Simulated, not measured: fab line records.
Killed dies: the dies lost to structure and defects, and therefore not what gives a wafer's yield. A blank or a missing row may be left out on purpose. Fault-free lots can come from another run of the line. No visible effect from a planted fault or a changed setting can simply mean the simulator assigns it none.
Matching of chambers ; flow sky130 ; 4 sister chambers for SKY_VIA4_ETCH_12 on rie diel-04
The step etches SiO2 in C4F8/O2/Ar, stops on TiN, target depth 580 nm. 4 wafers are shown with their chamber, then 7 later ones without.

## WAFERS WITH THEIR CHAMBER
wafer;chamber;oes product au (a.u.)
L216.4;2;0.923
L216.5;1;0.931
L223.1;3;0.928
L223.2;0;0.932

## WAFERS WITHOUT THEIR CHAMBER
wafer;oes product au (a.u.)
L223.6;0.931
L224.2;0.918
L224.5;0.920
L224.6;0.925
L225.1;0.927
L225.4;0.924
L225.5;0.927

## WHICH CHAMBER EACH WENT THROUGH
wafer;from the rows above;in truth
L223.6;can't be placed: 1 or 0 or 3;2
L224.2;2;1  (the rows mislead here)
L224.5;2;2
L224.6;can't be placed: 2 or 3 or 1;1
L225.1;can't be placed: 3 or 1 or 2 or 0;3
L225.4;can't be placed: 2 or 3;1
L225.5;can't be placed: 3 or 1 or 2 or 0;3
Correct placement for 1 of the 7. Can't be placed from these rows: 5 (the true chamber is among the candidates in 3). Wrongly placed: 1.
How it was worked out, from the rows above alone: a wafer's distance from a chamber is the root of the sum, over the readings, of the square of ((its reading less the chamber's mean) divided by the reading's scatter). If the next closest chamber is less than 2 further off than the closest, the wafer can't be placed; otherwise it belongs to the closest. Each chamber's mean is taken over the wafers shown for it. The scatter (one wafer shown for each chamber): square how far every hidden wafer sits from the nearest shown wafer, average those squares and take the square root.
